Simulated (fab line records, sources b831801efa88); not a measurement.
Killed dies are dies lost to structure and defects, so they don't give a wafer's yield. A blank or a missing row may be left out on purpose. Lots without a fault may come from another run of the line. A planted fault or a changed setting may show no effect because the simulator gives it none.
fab line records | flow gf180mcu
record lots=12 wafers=36 last_day=34
route steps=602 shown LVPWELL@62 M1@320 V2@385
lots that met no fault: from a run of the same line without faults
start_h: hours from the record's first day to the start of the lot's first wafer shown | wait_h: hours since the lot's step before | " the same as in the row above | L1.1+2: a row that stands for several wafers | - no value, or no start given | * or withheld: withheld | < > ~ a bound
route shown NAME@n: a module of which the file shows steps, and the number in the route of the first | usual: mean/standard deviation of fault-free wafers | same: alike in all rows | chamber/n: place in a boat | sites: the reading at each site | _std_site: their standard deviation | _edge_site: outer sites' mean less inner sites' | radius_mm: how far each site lies from the wafer's centre | mask NAME#n: copy n | behind: the tool/chamber that last shaped the wafer | hold: why the lot was held/for how many hours/how that ended | device: the transistor (n, p or np) that didn't switch | end of line: the same wafers' tests at the end of the route | a step without rows: its recipe alone | killed: dies lost to structure and defects at the first sort, not the wafer's yield | map: a wafer's dies, x killed, . not, _ none there
set.NAME: the setting as run; set.NAME@STEP: as run at that earlier step | model.NAME: the simulator's own value behind a step, which no gauge read
steps of the route over a sample of lots; a table a step, a row a wafer
services: from which hour (start_h, from the record's first day; less than 0 if before it) a tool's chamber was out of use, for how many hours, and why
## steps
# step GF_LVPWELL_IMPLANT_08
# recipe species=B energy_kev=170 dose_cm2=1.5e+13 tilt_deg=0
# usual dose_ions_cm2=1.5002e+13/1.6e+10 faraday_current_uA=84.8/1.7
# columns lot.wafer tool chamber start_h wait_h dose_ions_cm2 faraday_current_uA
L666.1 implanter-04 0 74.83 0.0 1.4982e+13 87.8
L666.2 " 0 " " 1.4985e+13 84.2
L666.4 " 0 " " 1.4975e+13 87.4
L668.1 implanter-01 0 87.72 0.0 1.4983e+13 85.8
L668.2 " 0 " " 1.4997e+13 84.0
L668.6 " 0 " " 1.5e+13 83.5
L669.2 implanter-04 0 94.05 0.0 1.4986e+13 82.5
L669.4 " 0 " " 1.5011e+13 84.2
L669.5 " 0 " " 1.5005e+13 85.7
L670.1 implanter-01 0 96.42 0.0 1.4993e+13 83.5
L670.2 " 0 " " 1.5005e+13 84.0
L670.4 " 0 " " 1.4994e+13 85.6
L672.1 implanter-02 0 108.23 0.0 1.5006e+13 88.4
L672.5 " 0 " " 1.4972e+13 83.9
L672.6 " 0 " " 1.4994e+13 85.9
L673.1 implanter-04 0 113.88 0.0 1.4998e+13 87.9
L673.4 " 0 " " 1.5006e+13 85.3
L673.5 " 0 " " 1.501e+13 83.9
L674.2 implanter-02 0 120.65 0.0 1.4999e+13 86.5
L674.4 " 0 " " 1.4982e+13 83.7
L674.6 " 0 " " 1.5018e+13 83.5
L680.1 implanter-04 0 153.87 0.0 2.103e+13 114.5
L680.2 " 0 " " 2.1048e+13 118.7
L680.4 " 0 " " 2.1047e+13 117.6
L681.2 implanter-04 0 157.84 0.0 2.104e+13 115.1
L681.5 " 0 " " 2.1042e+13 120.6
L681.6 " 0 " " 2.1037e+13 119.8
L684.2 implanter-01 0 177.10 0.0 1.5022e+13 85.0
L684.3 " 0 " " 1.502e+13 86.5
L684.5 " 0 " " 1.5009e+13 82.5
L685.3 implanter-01 0 182.57 0.1 1.4972e+13 84.0
L685.4 " 0 " " 1.4982e+13 81.4
L685.5 " 0 " " 1.5e+13 83.4
L686.1 implanter-02 0 185.82 0.0 1.4978e+13 81.4
L686.2 " 0 " " 1.4985e+13 84.5
L686.4 " 0 " " 1.5001e+13 83.2
# step GF_LVPWELL_TW_MEAS_11
# usual LVPWELL_TW=562.4/2.5
# columns lot.wafer tool chamber start_h wait_h LVPWELL_TW
L666.1 film_metro-03 - 75.23 0.1 559.4
L666.2 " - " " 560.7
L666.4 " - " " 561.3
L668.1 film_metro-01 - 88.12 0.1 560.2
L668.2 " - " " 563.7
L668.6 " - " " 562.3
L669.2 film_metro-03 - 94.44 0.1 560.2
L669.4 " - " " 560.7
L669.5 " - " " 558.5
L670.1 film_metro-04 - 96.82 0.1 566.1
L670.2 " - " " 571.3
L670.4 " - " " 564.6
L672.1 film_metro-01 - 108.63 0.1 564.2
L672.5 " - " " 561.8
L672.6 " - " " 557.3
L673.1 film_metro-03 - 114.28 0.1 560.5
L673.4 " - " " 560.5
L673.5 " - " " 561.7
L674.2 film_metro-04 - 121.03 0.1 565.9
L674.4 " - " " 562.2
L674.6 " - " " 561.3
L680.1 film_metro-04 - 154.27 0.1 617.5
L680.2 " - " " 613.1
L680.4 " - " " 612.6
L681.2 film_metro-04 - 158.23 0.1 615.0
L681.5 " - " " 616.1
L681.6 " - " " 615.6
L684.2 film_metro-01 - 177.48 0.1 561.3
L684.3 " - " " 560.2
L684.5 " - " " 558.2
L685.3 film_metro-03 - 182.94 0.1 565.4
L685.4 " - " " 560.5
L685.5 " - " " 563.5
L686.1 film_metro-04 - 186.22 0.1 564.8
L686.2 " - " " 564.5
L686.4 " - " " 566.7
# step GF_VT_IMPLANT_RS_MEAS_48
# recipe thk_meas_gauge=four-point-probe
# usual LVPWELL_RS=1197/3.4
# columns lot.wafer tool chamber start_h wait_h LVPWELL_RS[ohm/sq]
L666.1 film_metro-04 - 164.47 0.1 1197
L666.2 " - " " 1197
L666.4 " - " " 1193
L668.1 film_metro-04 - 180.24 0.1 1192
L668.2 " - " " 1196
L668.6 " - " " 1194
L669.2 film_metro-01 - 187.11 0.1 1196
L669.4 " - " " 1201
L669.5 " - " " 1200
L670.1 film_metro-03 - 190.22 0.1 1193
L670.2 " - " " 1189
L670.4 " - " " 1192
L672.1 film_metro-03 - 204.48 0.1 1192
L672.5 " - " " 1194
L672.6 " - " " 1195
L673.1 film_metro-04 - 209.02 0.1 1199
L673.4 " - " " 1199
L673.5 " - " " 1202
L674.2 film_metro-04 - 216.81 0.1 1195
L674.4 " - " " 1199
L674.6 " - " " 1196
L680.1 film_metro-03 - 257.72 0.1 1007
L680.2 " - " " 1010
L680.4 " - " " 1010
L681.2 film_metro-03 - 263.74 0.1 1008
L681.5 " - " " 1008
L681.6 " - " " 1010
L684.2 film_metro-01 - 286.66 0.1 1200
L684.3 " - " " 1201
L684.5 " - " " 1197
L685.3 film_metro-03 - 294.17 0.1 1192
L685.4 " - " " 1193
L685.5 " - " " 1194
L686.1 film_metro-03 - 295.98 0.1 1191
L686.2 " - " " 1188
L686.4 " - " " 1190
# step GF_M1_RS_MEAS_05
# recipe thk_meas_gauge=four-point-probe reads=TiN_of_M1_SPUTTER_04+Ti_of_M1_SPUTTER_03+AlCu_of_M1_SPUTTER_02+TiN_of_M1_SPUTTER_01+Ti_of_M1_SPUTTER_00
# usual M1_ALCU_RS=0.0696/0.00065
# columns lot.wafer tool chamber start_h wait_h M1_ALCU_RS[ohm/sq]
L666.1 film_metro-01 - 374.48 0.0 0.0700
L666.2 " - " " 0.0687
L666.4 " - " " 0.0699
L668.1 film_metro-02 - 395.95 0.0 0.0701
L668.2 " - " " 0.0696
L668.6 " - " " 0.0692
L670.1 film_metro-04 - 408.43 0.0 0.0702
L670.2 " - " " 0.0698
L670.4 " - " " 0.0707
L669.2 film_metro-01 - 409.77 0.0 0.0705
L669.4 " - " " 0.0695
L669.5 " - " " 0.0700
L672.1 film_metro-04 - 426.40 0.0 0.0702
L672.5 " - " " 0.0702
L672.6 " - " " 0.0701
L673.1 film_metro-04 - 432.15 0.0 0.0684
L673.4 " - " " 0.0683
L673.5 " - " " 0.0691
L674.2 film_metro-04 - 441.87 0.0 0.0694
L674.4 " - " " 0.0691
L674.6 " - " " 0.0696
L680.1 film_metro-02 - 495.29 0.0 0.0693
L680.2 " - " " 0.0696
L680.4 " - " " 0.0694
L681.2 film_metro-04 - 503.72 0.0 0.0694
L681.5 " - " " 0.0693
L681.6 " - " " 0.0694
L684.2 film_metro-04 - 530.20 0.0 0.0694
L684.3 " - " " 0.0693
L684.5 " - " " 0.0694
L685.3 film_metro-02 - 539.30 0.1 0.0688
L685.4 " - " " 0.0698
L685.5 " - " " 0.0700
L686.1 film_metro-02 - 543.16 0.0 0.0686
L686.2 " - " " 0.0690
L686.4 " - " " 0.0685
# step GF_V2_THK_MEAS_03
# recipe reads=SiO2_of_V2_CVD_02
# usual V2_CVD_02_THK=847/11
# columns lot.wafer tool chamber start_h wait_h V2_CVD_02_THK[nm]
L666.1 film_metro-01 - 448.65 0.0 835
L666.2 " - " " 842
L666.4 " - " " 853
L668.1 film_metro-01 - 472.56 0.0 848
L668.2 " - " " 840
L668.6 " - " " 855
L670.1 film_metro-01 - 484.71 0.1 819
L670.2 " - " " 820
L670.4 " - " " 828
L669.2 film_metro-01 - 486.47 0.0 835
L669.4 " - " " 833
L669.5 " - " " 844
L672.1 film_metro-01 - 503.79 0.0 834
L672.5 " - " " 863
L672.6 " - " " 855
L673.1 film_metro-03 - 508.44 0.0 843
L673.4 " - " " 859
L673.5 " - " " 852
L674.2 film_metro-03 - 517.59 0.0 850
L674.4 " - " " 850
L674.6 " - " " 854
L680.1 film_metro-04 - 567.34 0.0 832
L680.2 " - " " 831
L680.4 " - " " 853
L681.2 film_metro-04 - 575.95 0.0 847
L681.5 " - " " 855
L681.6 " - " " 860
L684.2 film_metro-03 - 600.22 0.0 846
L684.3 " - " " 831
L684.5 " - " " 852
L685.3 film_metro-03 - 608.21 0.1 857
L685.4 " - " " 878
L685.5 " - " " 852
L686.1 film_metro-03 - 613.33 0.0 835
L686.2 " - " " 833
L686.4 " - " " 853
# step GF_V2_STRIP_18
# recipe chemistry=O2/N2 power_w=1400 pressure_mtorr=1500 platen_temp_c=250 o2_flow_sccm=3000 n2_flow_sccm=300 overash_fraction=0.5
# usual drypump_motor_current_A=6.1/0.42 heater_power_w=305/25 oes_product_au=0.593/0.0047
# same overash_fraction=0.5
# columns lot.wafer tool chamber start_h wait_h drypump_motor_current_A heater_power_w oes_product_au rf_hours_counter_h
L666.1 plasma_asher-04 1 473.97 - 5.5 352 0.585 87
L666.2 " 0 " " 5.7 327 0.590 87
L666.4 " 1 " " 5.5 347 0.595 -
L668.1 plasma_asher-04 1 497.06 - 5.5 346 0.593 89
L668.2 " 0 " " 5.7 319 0.598 89
L668.6 " 1 " " 5.5 353 0.586 -
L670.1 plasma_asher-02 0 509.01 - 6.4 314 0.588 71
L670.2 " 1 " " 6.1 271 0.594 71
L670.4 " 1 " " 6.1 275 0.599 -
L669.2 plasma_asher-03 1 511.21 - 6.3 325 0.589 8
L669.4 " 0 " " 5.1 303 0.596 -
L669.5 " 1 " " 6.3 321 0.596 -
L672.1 plasma_asher-02 1 527.97 - 6.2 275 0.594 73
L672.5 " 1 " " 6.2 277 0.601 -
L672.6 " 0 " " 6.4 324 0.593 -
L673.1 plasma_asher-03 0 531.82 - 5.1 310 0.589 10
L673.4 " 0 " " 5.2 301 0.593 -
L673.5 " 0 " " 5.1 303 0.591 -
L674.2 plasma_asher-02 1 540.97 - 6.2 273 0.584 75
L674.4 " 0 " " 6.4 321 0.595 -
L674.6 " 0 " " 6.4 309 0.594 -
L680.1 plasma_asher-02 1 590.22 - 6.2 273 0.593 80
L680.2 " 0 " " 6.4 306 0.593 80
L680.4 " 1 " " 6.2 271 0.598 -
L681.2 plasma_asher-04 1 597.63 - 5.5 354 0.596 100
L681.5 " 0 " " 5.7 334 0.597 -
L681.6 " 1 " " 5.5 341 0.594 -
L684.2 plasma_asher-04 0 621.22 - 5.7 327 0.591 103
L684.3 " 0 " " 5.7 330 0.588 -
L684.5 " 1 " " 5.5 345 0.601 -
L685.3 plasma_asher-02 1 629.40 - 6.2 277 0.591 -
L685.4 " 0 " " 6.4 324 0.589 -
L685.5 " 0 " " 6.4 311 0.586 -
L686.1 plasma_asher-02 0 635.26 - 6.4 326 0.590 85
L686.2 " 1 " " 6.2 277 0.597 85
L686.4 " 1 " " 6.2 272 0.598 -
## services
# columns tool chamber start_h hours kind
plasma_asher-04 - 65.88 0.6 repair
implanter-01 - 80.04 1.4 repair
plasma_asher-04 - 84.36 0.7 repair
implanter-01 - 93.36 1.4 repair
plasma_asher-02 - 93.58 0.4 repair
plasma_asher-02 - 95.53 2.8 repair
implanter-01 - 133.39 4.6 pm
plasma_asher-04 - 181.34 2.8 pm
implanter-02 - 255.26 4.7 pm
plasma_asher-04 - 274.57 1.7 repair
plasma_asher-04 - 285.25 8.7 repair
implanter-04 - 293.70 1.3 repair
implanter-01 - 317.93 3.3 repair
implanter-01 - 366.28 4.5 pm
implanter-04 - 399.29 3.5 pm
implanter-04 - 419.84 2.1 repair
implanter-01 - 432.70 1.5 repair
implanter-01 - 462.68 0.5 repair
implanter-04 - 527.42 1.4 repair
implanter-04 - 537.52 9.8 repair
plasma_asher-04 - 566.13 5.7 repair
implanter-04 - 592.26 5.7 pm
implanter-01 - 602.68 1.4 repair
implanter-01 - 607.85 3.2 repair
## key
first_sign step=GF_LVPWELL_IMPLANT_08 reading=dose_ions_cm2 direction=up sigmas=99+ usual=1.5002e+13 struck=2.1041e+13
effect step=GF_LVPWELL_IMPLANT_08 reading=faraday_current_uA direction=up sigmas=20 usual=84.8 struck=117.7
effect step=GF_LVPWELL_TW_MEAS_11 reading=LVPWELL_TW direction=up sigmas=21 usual=562.4 struck=615.0
effect step=GF_VT_IMPLANT_RS_MEAS_48 reading=LVPWELL_RS direction=down sigmas=56 usual=1197 struck=1009
met_at GF_LVPWELL_IMPLANT_08
struck_lots L680,L681
tester_left_out L680,L681
not_acting_at GF_M1_RS_MEAS_05,GF_V2_THK_MEAS_03,GF_V2_STRIP_18
onset_between 113.88 153.87
fault kind=process_parameter_drift tool=implanter-04 chamber=- onset_h=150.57 steps=GF_LVPWELL_IMPLANT_08 channel=dose_cm2 offset=6.0299e+12 shape=step end_h=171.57 acts_in=these_recipes_only stated=1.5e+13
# tester_left_out: of these lots the tester's yield and bins aren't shown, on N5 and GAA mostly nor the transistor test; their killed dies are dies lost to structure and defects alone, not to doping, threshold or leakage, so they don't give the yield
